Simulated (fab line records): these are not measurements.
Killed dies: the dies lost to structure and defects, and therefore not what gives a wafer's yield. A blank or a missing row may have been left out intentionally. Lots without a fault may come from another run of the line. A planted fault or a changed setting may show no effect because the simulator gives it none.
Which tool did it? / flow sky130 / 24 lots with 72 wafers sampled at 6 steps, on a route of 708 steps

## WHAT EACH GAUGE READ, for each wafer
SKY_CAPM_THK_MEAS_01. Usual: for CAPM_CVD_00_THK the level is 15.50 nm and the standard deviation is 0.23.
lot=L074; measured=day 37 02:04; on=film metro-02; CAPM_CVD_00_THK (nm)=15.56 15.81 15.94; flag=
lot=L075; measured=day 37 02:24; on=film metro-01; CAPM_CVD_00_THK (nm)=15.24 15.18 15.42; flag=
lot=L076; measured=day 38 02:59; on=film metro-02; CAPM_CVD_00_THK (nm)=15.37 15.52 15.60; flag=
lot=L077; measured=day 38 03:41; on=film metro-03; CAPM_CVD_00_THK (nm)=15.67 15.90 15.94; flag=
lot=L078; measured=day 38 08:48; on=film metro-02; CAPM_CVD_00_THK (nm)=15.45 15.56 15.80; flag=
lot=L079; measured=day 38 12:58; on=film metro-01; CAPM_CVD_00_THK (nm)=15.29 15.21 15.34; flag=
lot=L080; measured=day 38 22:20; on=film metro-01; CAPM_CVD_00_THK (nm)=15.58 15.49 15.64; flag=
lot=L082; measured=day 38 21:11; on=film metro-02; CAPM_CVD_00_THK (nm)=15.33 15.48 15.78; flag=
lot=L081; measured=day 39 02:10; on=film metro-02; CAPM_CVD_00_THK (nm)=14.96 15.18 15.77; flag=
lot=L083; measured=day 39 03:23; on=film metro-03; CAPM_CVD_00_THK (nm)=15.52 15.73 15.78; flag=
lot=L084; measured=day 39 14:25; on=film metro-02; CAPM_CVD_00_THK (nm)=15.33 15.37 15.59; flag=
lot=L086; measured=day 39 23:44; on=film metro-03; CAPM_CVD_00_THK (nm)=15.14 15.47 15.84; flag=
lot=L085; measured=day 40 03:01; on=film metro-01; CAPM_CVD_00_THK (nm)=15.54 15.42 15.64; flag=
lot=L087; measured=day 40 05:53; on=film metro-01; CAPM_CVD_00_THK (nm)=15.55 15.49 15.92; flag=
lot=L088; measured=day 40 15:37; on=film metro-03; CAPM_CVD_00_THK (nm)=15.13 15.56 15.77; flag=
lot=L089; measured=day 41 17:46; on=film metro-01; CAPM_CVD_00_THK (nm)=15.23 15.25 15.65; flag=
lot=L090; measured=day 41 18:49; on=film metro-02; CAPM_CVD_00_THK (nm)=15.15 14.99 15.24; flag=
lot=L091; measured=day 41 18:23; on=film metro-02; CAPM_CVD_00_THK (nm)=15.60 16.01 15.67; flag=
lot=L092; measured=day 41 19:26; on=film metro-01; CAPM_CVD_00_THK (nm)=15.56 15.45 15.78; flag=
lot=L093; measured=day 42 03:35; on=film metro-01; CAPM_CVD_00_THK (nm)=15.18 15.55 15.28; flag=
lot=L094; measured=day 42 13:52; on=film metro-01; CAPM_CVD_00_THK (nm)=15.44 15.32 15.37; flag=
lot=L095; measured=day 42 22:28; on=film metro-01; CAPM_CVD_00_THK (nm)=15.64 15.53 15.68; flag=
lot=L096; measured=day 43 00:26; on=film metro-03; CAPM_CVD_00_THK (nm)=15.57 15.75 15.86; flag=
lot=L097; measured=day 43 02:17; on=film metro-03; CAPM_CVD_00_THK (nm)=15.18 15.64 15.37; flag=

SKY_VIA4_THK_MEAS_20: measures by xrf. Usual: for VIA4_W_THK the level is 513 nm and the standard deviation is 8.2.
lot=L074; measured=day 43 11:10; on=film metro-02; VIA4_W_THK (nm)=514 512 514; flag=
lot=L075; measured=day 43 12:04; on=film metro-02; VIA4_W_THK (nm)=511 516 513; flag=
lot=L076; measured=day 44 05:52; on=film metro-03; VIA4_W_THK (nm)=512 506 509; flag=
lot=L077; measured=day 44 07:52; on=film metro-02; VIA4_W_THK (nm)=535 527 525; flag=
lot=L078; measured=day 44 13:43; on=film metro-03; VIA4_W_THK (nm)=513 513 511; flag=
lot=L079; measured=day 44 16:25; on=film metro-02; VIA4_W_THK (nm)=512 512 519; flag=
lot=L080; measured=day 45 01:44; on=film metro-03; VIA4_W_THK (nm)=511 512 506; flag=
lot=L082; measured=day 45 00:10; on=film metro-04; VIA4_W_THK (nm)=501 504 512; flag=
lot=L081; measured=day 45 02:49; on=film metro-03; VIA4_W_THK (nm)=509 511 509; flag=
lot=L083; measured=day 45 03:40; on=film metro-03; VIA4_W_THK (nm)=508 512 508; flag=
lot=L084; measured=day 45 12:37; on=film metro-04; VIA4_W_THK (nm)=507 506 507; flag=
lot=L086; measured=day 45 22:21; on=film metro-02; VIA4_W_THK (nm)=538 524 529; flag=
lot=L085; measured=day 46 01:16; on=film metro-03; VIA4_W_THK (nm)=513 515 510; flag=
lot=L087; measured=day 46 04:21; on=film metro-02; VIA4_W_THK (nm)=512 509 507; flag=
lot=L088; measured=day 46 13:26; on=film metro-04; VIA4_W_THK (nm)=507 510 510; flag=
lot=L089; measured=day 47 12:48; on=film metro-02; VIA4_W_THK (nm)=518 514 509; flag=
lot=L090; measured=day 47 13:55; on=film metro-04; VIA4_W_THK (nm)=513 511 517; flag=
lot=L091; measured=day 47 13:40; on=film metro-02; VIA4_W_THK (nm)=513 511 527; flag=
lot=L092; measured=day 47 13:56; on=film metro-03; VIA4_W_THK (nm)=509 509 507; flag=
lot=L093; measured=day 47 22:01; on=film metro-03; VIA4_W_THK (nm)=511 507 504; flag=
lot=L094; measured=day 48 05:43; on=film metro-03; VIA4_W_THK (nm)=514 509 517; flag=
lot=L095; measured=day 48 11:13; on=film metro-03; VIA4_W_THK (nm)=505 505 506; flag=
lot=L096; measured=day 48 14:37; on=film metro-02; VIA4_W_THK (nm)=534 534 527; flag=
lot=L097; measured=day 48 16:31; on=film metro-03; VIA4_W_THK (nm)=511 510 501; flag=

## TOOL THAT RAN EACH LOT (tool first, then ch and the chambers of the sampled wafers, then the start)
lot=L074; SKY_FIELD_ISO_ETCH_15=rie diel-03 ch 1,2, day 2 08:38; SKY_LOCAL_INTERCONNECT_STRIP_15=plasma asher-03 ch 0,1, day 31 02:17; SKY_VIA2_STRIP_16=plasma asher-04 ch 0,1, day 37 00:38; SKY_METAL3_SPUTTER_04=pvd sputter-03, day 37 02:00
lot=L075; SKY_FIELD_ISO_ETCH_15=rie diel-01 ch 0,1, day 2 08:44; SKY_LOCAL_INTERCONNECT_STRIP_15=plasma asher-03 ch 0,1, day 31 03:32; SKY_VIA2_STRIP_16=plasma asher-02 ch 0,1, day 37 00:45; SKY_METAL3_SPUTTER_04=pvd sputter-02, day 37 02:18
lot=L076; SKY_FIELD_ISO_ETCH_15=rie diel-03 ch 1,2, day 2 21:32; SKY_LOCAL_INTERCONNECT_STRIP_15=plasma asher-03 ch 0,1, day 32 06:20; SKY_VIA2_STRIP_16=plasma asher-04 ch 0,1, day 38 00:47; SKY_METAL3_SPUTTER_04=pvd sputter-02, day 38 02:55
lot=L077; SKY_FIELD_ISO_ETCH_15=rie diel-01 ch 1,3, day 2 23:02; SKY_LOCAL_INTERCONNECT_STRIP_15=plasma asher-02 ch 0,1, day 32 06:30; SKY_VIA2_STRIP_16=plasma asher-01 ch 0,1, day 38 02:14; SKY_METAL3_SPUTTER_04=pvd sputter-03, day 38 03:37
lot=L078; SKY_FIELD_ISO_ETCH_15=rie diel-03 ch 1,2,3, day 3 02:59; SKY_LOCAL_INTERCONNECT_STRIP_15=plasma asher-01 ch 0,1, day 32 12:17; SKY_VIA2_STRIP_16=plasma asher-01 ch 0,1, day 38 07:20; SKY_METAL3_SPUTTER_04=pvd sputter-02, day 38 08:43
lot=L079; SKY_FIELD_ISO_ETCH_15=rie diel-02 ch 0,1,2, day 3 08:38; SKY_LOCAL_INTERCONNECT_STRIP_15=plasma asher-02 ch 0,1, day 32 17:05; SKY_VIA2_STRIP_16=plasma asher-02 ch 0,1, day 38 11:29; SKY_METAL3_SPUTTER_04=pvd sputter-02, day 38 12:53
lot=L080; SKY_FIELD_ISO_ETCH_15=rie diel-03 ch 1,2,3, day 3 14:47; SKY_LOCAL_INTERCONNECT_STRIP_15=plasma asher-01 ch 0,1, day 33 03:40; SKY_VIA2_STRIP_16=plasma asher-01 ch 0,1, day 38 20:52; SKY_METAL3_SPUTTER_04=pvd sputter-01, day 38 22:14
lot=L082; SKY_FIELD_ISO_ETCH_15=rie diel-01 ch 0,2,3, day 3 20:56; SKY_LOCAL_INTERCONNECT_STRIP_15=plasma asher-01 ch 0,1, day 33 01:02; SKY_VIA2_STRIP_16=plasma asher-02 ch 0,1, day 38 19:41; SKY_METAL3_SPUTTER_04=pvd sputter-01, day 38 21:06
lot=L081; SKY_FIELD_ISO_ETCH_15=rie diel-03 ch 0,2,3, day 3 21:32; SKY_LOCAL_INTERCONNECT_STRIP_15=plasma asher-03 ch 0,1, day 33 04:18; SKY_VIA2_STRIP_16=plasma asher-04 ch 0,1, day 39 00:41; SKY_METAL3_SPUTTER_04=pvd sputter-01, day 39 02:06
lot=L083; SKY_FIELD_ISO_ETCH_15=rie diel-01 ch 0,1,3, day 4 06:26; SKY_LOCAL_INTERCONNECT_STRIP_15=plasma asher-01 ch 0,1, day 33 08:58; SKY_VIA2_STRIP_16=plasma asher-02 ch 0,1, day 39 01:43; SKY_METAL3_SPUTTER_04=pvd sputter-03, day 39 03:17
lot=L084; SKY_FIELD_ISO_ETCH_15=rie diel-03 ch 1,2,3, day 4 13:14; SKY_LOCAL_INTERCONNECT_STRIP_15=plasma asher-01 ch 0,1, day 33 20:24; SKY_VIA2_STRIP_16=plasma asher-04 ch 0,1, day 39 12:50; SKY_METAL3_SPUTTER_04=pvd sputter-03, day 39 14:21
lot=L086; SKY_FIELD_ISO_ETCH_15=rie diel-03 ch 1,2,3, day 4 19:41; SKY_LOCAL_INTERCONNECT_STRIP_15=plasma asher-01 ch 0,1, day 34 07:12; SKY_VIA2_STRIP_16=plasma asher-01 ch 0,1, day 39 22:17; SKY_METAL3_SPUTTER_04=pvd sputter-01, day 39 23:40
lot=L085; SKY_FIELD_ISO_ETCH_15=rie diel-02 ch 2,3, day 4 19:59; SKY_LOCAL_INTERCONNECT_STRIP_15=plasma asher-01 ch 0,1, day 34 10:11; SKY_VIA2_STRIP_16=plasma asher-02 ch 0,1, day 40 01:35; SKY_METAL3_SPUTTER_04=pvd sputter-01, day 40 02:57
lot=L087; SKY_FIELD_ISO_ETCH_15=rie diel-03 ch 2,3, day 5 00:56; SKY_LOCAL_INTERCONNECT_STRIP_15=plasma asher-02 ch 0,1, day 34 13:29; SKY_VIA2_STRIP_16=plasma asher-04 ch 0,1, day 40 04:26; SKY_METAL3_SPUTTER_04=pvd sputter-02, day 40 05:49
lot=L088; SKY_FIELD_ISO_ETCH_15=rie diel-01 ch 1,2, day 5 05:17; SKY_LOCAL_INTERCONNECT_STRIP_15=plasma asher-01 ch 0,1, day 35 01:20; SKY_VIA2_STRIP_16=plasma asher-02 ch 0,1, day 40 14:11; SKY_METAL3_SPUTTER_04=pvd sputter-03, day 40 15:31
lot=L089; SKY_FIELD_ISO_ETCH_15=rie diel-01 ch 0,1,3, day 5 10:20; SKY_LOCAL_INTERCONNECT_STRIP_15=plasma asher-03 ch 0,1, day 36 05:44; SKY_VIA2_STRIP_16=plasma asher-04 ch 0,1, day 41 16:20; SKY_METAL3_SPUTTER_04=pvd sputter-01, day 41 17:42
lot=L090; SKY_FIELD_ISO_ETCH_15=rie diel-02 ch 0,1, day 5 15:26; SKY_LOCAL_INTERCONNECT_STRIP_15=plasma asher-01 ch 0,1, day 36 07:21; SKY_VIA2_STRIP_16=plasma asher-04 ch 0,1, day 41 17:23; SKY_METAL3_SPUTTER_04=pvd sputter-02, day 41 18:45
lot=L091; SKY_FIELD_ISO_ETCH_15=rie diel-03 ch 0,1,2, day 5 21:56; SKY_LOCAL_INTERCONNECT_STRIP_15=plasma asher-03 ch 0,1, day 36 06:46; SKY_VIA2_STRIP_16=plasma asher-02 ch 0,1, day 41 16:43; SKY_METAL3_SPUTTER_04=pvd sputter-01, day 41 18:18
lot=L092; SKY_FIELD_ISO_ETCH_15=rie diel-02 ch 0,1, day 6 02:32; SKY_LOCAL_INTERCONNECT_STRIP_15=plasma asher-03 ch 0,1, day 36 07:41; SKY_VIA2_STRIP_16=plasma asher-01 ch 0,1, day 41 17:44; SKY_METAL3_SPUTTER_04=pvd sputter-02, day 41 19:21
lot=L093; SKY_FIELD_ISO_ETCH_15=rie diel-03 ch 0,2, day 6 10:08; SKY_LOCAL_INTERCONNECT_STRIP_15=plasma asher-01 ch 0,1, day 36 13:48; SKY_VIA2_STRIP_16=plasma asher-01 ch 0,1, day 42 01:57; SKY_METAL3_SPUTTER_04=pvd sputter-03, day 42 03:31
lot=L094; SKY_FIELD_ISO_ETCH_15=rie diel-01 ch 2,3, day 6 14:05; SKY_LOCAL_INTERCONNECT_STRIP_15=plasma asher-01 ch 0,1, day 37 02:03; SKY_VIA2_STRIP_16=plasma asher-04 ch 0,1, day 42 12:23; SKY_METAL3_SPUTTER_04=pvd sputter-02, day 42 13:47
lot=L095; SKY_FIELD_ISO_ETCH_15=rie diel-01 ch 1,2,3, day 6 20:47; SKY_LOCAL_INTERCONNECT_STRIP_15=plasma asher-02 ch 0,1, day 37 08:27; SKY_VIA2_STRIP_16=plasma asher-02 ch 0,1, day 42 20:40; SKY_METAL3_SPUTTER_04=pvd sputter-01, day 42 22:22
lot=L096; SKY_FIELD_ISO_ETCH_15=rie diel-01 ch 0,2,3, day 7 00:38; SKY_LOCAL_INTERCONNECT_STRIP_15=plasma asher-01 ch 0,1, day 37 13:48; SKY_VIA2_STRIP_16=plasma asher-04 ch 0,1, day 42 22:56; SKY_METAL3_SPUTTER_04=pvd sputter-02, day 43 00:20
lot=L097; SKY_FIELD_ISO_ETCH_15=rie diel-02 ch 2,3, day 7 03:23; SKY_LOCAL_INTERCONNECT_STRIP_15=plasma asher-03 ch 0,1, day 37 15:54; SKY_VIA2_STRIP_16=plasma asher-01 ch 0,1, day 43 00:47; SKY_METAL3_SPUTTER_04=pvd sputter-02, day 43 02:12
- SKY_FIELD_ISO_ETCH_15: etches the open film in CHF3/O2, stops on Si, target depth 180 nm, time 72 s.
- SKY_LOCAL_INTERCONNECT_STRIP_15: strips in O2/N2.
- SKY_VIA2_STRIP_16: strips in O2/N2.
- SKY_METAL3_SPUTTER_04: material TiN, target thk 70 nm, time 58.3 s.

## WHAT THE TOOLS THEMSELVES READ (means of the sampled wafers that have a number; where no wafer has one, the mark that the record gives instead)
SKY_FIELD_ISO_ETCH_15. Usual: drypump motor current A 6.0 A, standard deviation 0.42; oes product au 0.947 a.u., standard deviation 0.0073; throttle valve pct 8.844 %, standard deviation 0.0098.
lot=L074; tool=rie diel-03; drypump motor current A (A)=6.3; oes product au (a.u.)=0.943; throttle valve pct (%)=8.844; flag=
lot=L075; tool=rie diel-01; drypump motor current A (A)=6.1; oes product au (a.u.)=0.951; throttle valve pct (%)=8.846; flag=
lot=L076; tool=rie diel-03; drypump motor current A (A)=6.5; oes product au (a.u.)=0.948; throttle valve pct (%)=8.842; flag=
lot=L077; tool=rie diel-01; drypump motor current A (A)=5.4; oes product au (a.u.)=0.941; throttle valve pct (%)=8.840; flag=
lot=L078; tool=rie diel-03; drypump motor current A (A)=6.2; oes product au (a.u.)=0.939; throttle valve pct (%)=8.843; flag=
lot=L079; tool=rie diel-02; drypump motor current A (A)=5.9; oes product au (a.u.)=0.949; throttle valve pct (%)=8.846; flag=
lot=L080; tool=rie diel-03; drypump motor current A (A)=6.2; oes product au (a.u.)=0.952; throttle valve pct (%)=8.845; flag=
lot=L082; tool=rie diel-01; drypump motor current A (A)=5.9; oes product au (a.u.)=0.953; throttle valve pct (%)=8.845; flag=
lot=L081; tool=rie diel-03; drypump motor current A (A)=6.0; oes product au (a.u.)=0.937; throttle valve pct (%)=8.839; flag=
lot=L083; tool=rie diel-01; drypump motor current A (A)=5.8; oes product au (a.u.)=0.947; throttle valve pct (%)=8.842; flag=
lot=L084; tool=rie diel-03; drypump motor current A (A)=6.2; oes product au (a.u.)=0.948; throttle valve pct (%)=8.836; flag=
lot=L086; tool=rie diel-03; drypump motor current A (A)=6.2; oes product au (a.u.)=0.944; throttle valve pct (%)=8.849; flag=
lot=L085; tool=rie diel-02; drypump motor current A (A)=5.6; oes product au (a.u.)=0.944; throttle valve pct (%)=8.842; flag=
lot=L087; tool=rie diel-03; drypump motor current A (A)=6.0; oes product au (a.u.)=0.941; throttle valve pct (%)=8.837; flag=
lot=L088; tool=rie diel-01; drypump motor current A (A)=6.1; oes product au (a.u.)=0.950; throttle valve pct (%)=8.847; flag=
lot=L089; tool=rie diel-01; drypump motor current A (A)=5.8; oes product au (a.u.)=0.956; throttle valve pct (%)=8.845; flag=
lot=L090; tool=rie diel-02; drypump motor current A (A)=5.9; oes product au (a.u.)=0.951; throttle valve pct (%)=8.847; flag=
lot=L091; tool=rie diel-03; drypump motor current A (A)=6.3; oes product au (a.u.)=0.946; throttle valve pct (%)=8.841; flag=
lot=L092; tool=rie diel-02; drypump motor current A (A)=6.0; oes product au (a.u.)=0.945; throttle valve pct (%)=8.854; flag=
lot=L093; tool=rie diel-03; drypump motor current A (A)=6.1; oes product au (a.u.)=0.948; throttle valve pct (%)=8.846; flag=
lot=L094; tool=rie diel-01; drypump motor current A (A)=6.0; oes product au (a.u.)=0.951; throttle valve pct (%)=8.845; flag=
lot=L095; tool=rie diel-01; drypump motor current A (A)=5.8; oes product au (a.u.)=0.956; throttle valve pct (%)=8.855; flag=
lot=L096; tool=rie diel-01; drypump motor current A (A)=5.9; oes product au (a.u.)=0.957; throttle valve pct (%)=8.842; flag=
lot=L097; tool=rie diel-02; drypump motor current A (A)=5.7; oes product au (a.u.)=0.952; throttle valve pct (%)=8.844; flag=

SKY_LOCAL_INTERCONNECT_STRIP_15. Usual: drypump motor current A 5.55 A, standard deviation 0.26; oes product au 0.427 a.u., standard deviation 0.005; strip time to endpoint s 4.719 s, standard deviation 0.019.
lot=L074; tool=plasma asher-03; drypump motor current A (A)=5.70; oes product au (a.u.)=0.429; strip time to endpoint s (s)=4.709; flag=
lot=L075; tool=plasma asher-03; drypump motor current A (A)=5.66; oes product au (a.u.)=0.425; strip time to endpoint s (s)=4.759; flag=
lot=L076; tool=plasma asher-03; drypump motor current A (A)=5.70; oes product au (a.u.)=0.430; strip time to endpoint s (s)=4.720; flag=
lot=L077; tool=plasma asher-02; drypump motor current A (A)=5.76; oes product au (a.u.)=0.429; strip time to endpoint s (s)=4.725; flag=
lot=L078; tool=plasma asher-01; drypump motor current A (A)=5.31; oes product au (a.u.)=0.426; strip time to endpoint s (s)=4.717; flag=
lot=L079; tool=plasma asher-02; drypump motor current A (A)=5.66; oes product au (a.u.)=0.429; strip time to endpoint s (s)=4.709; flag=
lot=L080; tool=plasma asher-01; drypump motor current A (A)=5.50; oes product au (a.u.)=0.428; strip time to endpoint s (s)=4.689; flag=
lot=L082; tool=plasma asher-01; drypump motor current A (A)=5.31; oes product au (a.u.)=0.425; strip time to endpoint s (s)=4.724; flag=
lot=L081; tool=plasma asher-03; drypump motor current A (A)=5.71; oes product au (a.u.)=0.429; strip time to endpoint s (s)=4.710; flag=
lot=L083; tool=plasma asher-01; drypump motor current A (A)=5.52; oes product au (a.u.)=0.430; strip time to endpoint s (s)=4.712; flag=
lot=L084; tool=plasma asher-01; drypump motor current A (A)=5.31; oes product au (a.u.)=0.428; strip time to endpoint s (s)=4.732; flag=
lot=L086; tool=plasma asher-01; drypump motor current A (A)=5.51; oes product au (a.u.)=0.423; strip time to endpoint s (s)=4.707; flag=
lot=L085; tool=plasma asher-01; drypump motor current A (A)=5.50; oes product au (a.u.)=0.427; strip time to endpoint s (s)=4.720; flag=
lot=L087; tool=plasma asher-02; drypump motor current A (A)=5.78; oes product au (a.u.)=0.431; strip time to endpoint s (s)=4.699; flag=
lot=L088; tool=plasma asher-01; drypump motor current A (A)=5.50; oes product au (a.u.)=0.424; strip time to endpoint s (s)=4.726; flag=
lot=L089; tool=plasma asher-03; drypump motor current A (A)=5.69; oes product au (a.u.)=0.430; strip time to endpoint s (s)=4.734; flag=
lot=L090; tool=plasma asher-01; drypump motor current A (A)=5.31; oes product au (a.u.)=0.425; strip time to endpoint s (s)=4.738; flag=
lot=L091; tool=plasma asher-03; drypump motor current A (A)=5.65; oes product au (a.u.)=0.425; strip time to endpoint s (s)=4.734; flag=
lot=L092; tool=plasma asher-03; drypump motor current A (A)=5.71; oes product au (a.u.)=0.427; strip time to endpoint s (s)=4.680; flag=
lot=L093; tool=plasma asher-01; drypump motor current A (A)=5.31; oes product au (a.u.)=0.427; strip time to endpoint s (s)=4.713; flag=
lot=L094; tool=plasma asher-01; drypump motor current A (A)=5.50; oes product au (a.u.)=0.424; strip time to endpoint s (s)=4.725; flag=
lot=L095; tool=plasma asher-02; drypump motor current A (A)=5.65; oes product au (a.u.)=0.424; strip time to endpoint s (s)=4.737; flag=
lot=L096; tool=plasma asher-01; drypump motor current A (A)=5.51; oes product au (a.u.)=0.425; strip time to endpoint s (s)=4.708; flag=
lot=L097; tool=plasma asher-03; drypump motor current A (A)=5.71; oes product au (a.u.)=0.432; strip time to endpoint s (s)=4.730; flag=

SKY_VIA2_STRIP_16. Usual: drypump motor current A 5.7 A, standard deviation 0.31; oes product au 0.398 a.u., standard deviation 0.0047; strip time to endpoint s 4.031 s, standard deviation 0.023.
lot=L074; tool=plasma asher-04; drypump motor current A (A)=6.0; oes product au (a.u.)=0.402; strip time to endpoint s (s)=4.018; flag=
lot=L075; tool=plasma asher-02; drypump motor current A (A)=5.7; oes product au (a.u.)=0.400; strip time to endpoint s (s)=4.049; flag=
lot=L076; tool=plasma asher-04; drypump motor current A (A)=5.9; oes product au (a.u.)=0.400; strip time to endpoint s (s)=4.031; flag=
lot=L077; tool=plasma asher-01; drypump motor current A (A)=5.3; oes product au (a.u.)=0.396; strip time to endpoint s (s)=4.041; flag=
lot=L078; tool=plasma asher-01; drypump motor current A (A)=5.3; oes product au (a.u.)=0.400; strip time to endpoint s (s)=4.032; flag=
lot=L079; tool=plasma asher-02; drypump motor current A (A)=5.7; oes product au (a.u.)=0.391; strip time to endpoint s (s)=3.974; flag=
lot=L080; tool=plasma asher-01; drypump motor current A (A)=5.5; oes product au (a.u.)=0.402; strip time to endpoint s (s)=4.025; flag=
lot=L082; tool=plasma asher-02; drypump motor current A (A)=5.7; oes product au (a.u.)=0.398; strip time to endpoint s (s)=4.034; flag=
lot=L081; tool=plasma asher-04; drypump motor current A (A)=5.9; oes product au (a.u.)=0.396; strip time to endpoint s (s)=4.011; flag=
lot=L083; tool=plasma asher-02; drypump motor current A (A)=5.8; oes product au (a.u.)=0.398; strip time to endpoint s (s)=4.020; flag=
lot=L084; tool=plasma asher-04; drypump motor current A (A)=6.0; oes product au (a.u.)=0.394; strip time to endpoint s (s)=4.041; flag=
lot=L086; tool=plasma asher-01; drypump motor current A (A)=5.5; oes product au (a.u.)=0.399; strip time to endpoint s (s)=4.039; flag=
lot=L085; tool=plasma asher-02; drypump motor current A (A)=5.7; oes product au (a.u.)=0.401; strip time to endpoint s (s)=4.069; flag=
lot=L087; tool=plasma asher-04; drypump motor current A (A)=6.0; oes product au (a.u.)=0.396; strip time to endpoint s (s)=4.029; flag=
lot=L088; tool=plasma asher-02; drypump motor current A (A)=5.8; oes product au (a.u.)=0.401; strip time to endpoint s (s)=4.027; flag=
lot=L089; tool=plasma asher-04; drypump motor current A (A)=6.0; oes product au (a.u.)=0.399; strip time to endpoint s (s)=4.073; flag=
lot=L090; tool=plasma asher-04; drypump motor current A (A)=6.0; oes product au (a.u.)=0.400; strip time to endpoint s (s)=4.011; flag=
lot=L091; tool=plasma asher-02; drypump motor current A (A)=5.8; oes product au (a.u.)=0.400; strip time to endpoint s (s)=4.034; flag=
lot=L092; tool=plasma asher-01; drypump motor current A (A)=5.3; oes product au (a.u.)=0.398; strip time to endpoint s (s)=4.045; flag=
lot=L093; tool=plasma asher-01; drypump motor current A (A)=5.3; oes product au (a.u.)=0.396; strip time to endpoint s (s)=4.036; flag=
lot=L094; tool=plasma asher-04; drypump motor current A (A)=6.1; oes product au (a.u.)=0.402; strip time to endpoint s (s)=4.008; flag=
lot=L095; tool=plasma asher-02; drypump motor current A (A)=5.7; oes product au (a.u.)=0.400; strip time to endpoint s (s)=4.022; flag=
lot=L096; tool=plasma asher-04; drypump motor current A (A)=6.0; oes product au (a.u.)=0.403; strip time to endpoint s (s)=4.039; flag=
lot=L097; tool=plasma asher-01; drypump motor current A (A)=5.5; oes product au (a.u.)=0.397; strip time to endpoint s (s)=4.040; flag=

SKY_METAL3_SPUTTER_04. Usual: throttle valve pct reads 30.0 % (standard deviation 1.2).
lot=L074; tool=pvd sputter-03; throttle valve pct (%)=31.2; flag=
lot=L075; tool=pvd sputter-02; throttle valve pct (%)=30.0; flag=
lot=L076; tool=pvd sputter-02; throttle valve pct (%)=30.3; flag=
lot=L077; tool=pvd sputter-03; throttle valve pct (%)=30.8; flag=
lot=L078; tool=pvd sputter-02; throttle valve pct (%)=28.9; flag=
lot=L079; tool=pvd sputter-02; throttle valve pct (%)=28.5; flag=
lot=L080; tool=pvd sputter-01; throttle valve pct (%)=28.9; flag=
lot=L082; tool=pvd sputter-01; throttle valve pct (%)=29.5; flag=
lot=L081; tool=pvd sputter-01; throttle valve pct (%)=29.6; flag=
lot=L083; tool=pvd sputter-03; throttle valve pct (%)=30.8; flag=
lot=L084; tool=pvd sputter-03; throttle valve pct (%)=30.6; flag=
lot=L086; tool=pvd sputter-01; throttle valve pct (%)=29.6; flag=
lot=L085; tool=pvd sputter-01; throttle valve pct (%)=28.9; flag=
lot=L087; tool=pvd sputter-02; throttle valve pct (%)=29.6; flag=
lot=L088; tool=pvd sputter-03; throttle valve pct (%)=30.9; flag=
lot=L089; tool=pvd sputter-01; throttle valve pct (%)=30.3; flag=
lot=L090; tool=pvd sputter-02; throttle valve pct (%)=29.4; flag=
lot=L091; tool=pvd sputter-01; throttle valve pct (%)=30.3; flag=
lot=L092; tool=pvd sputter-02; throttle valve pct (%)=29.1; flag=
lot=L093; tool=pvd sputter-03; throttle valve pct (%)=30.9; flag=
lot=L094; tool=pvd sputter-02; throttle valve pct (%)=29.7; flag=
lot=L095; tool=pvd sputter-01; throttle valve pct (%)=29.7; flag=
lot=L096; tool=pvd sputter-02; throttle valve pct (%)=30.9; flag=
lot=L097; tool=pvd sputter-02; throttle valve pct (%)=29.9; flag=

## THE ANSWER, worked out from the rows above alone
Rule: take the mean of a lot's wafers that have a number; if it is more than 3 standard deviations from the usual mean, the lot is off. A lot without any number at a reading at which 4 lots or more have one is off too. Where the step has rows for the other lots, those lots are counted as sound. The gauges are gone through in route order, then the tools' own readings, and for those a lot's mean is taken as printed above. At the first step where some lot is off, the reading lying furthest off is the one used; lots without a number count as furthest.
Across all readings shown, no lot is off: no conclusion can be drawn from this.

## WHAT WAS PUT IN BY THE SIMULATOR
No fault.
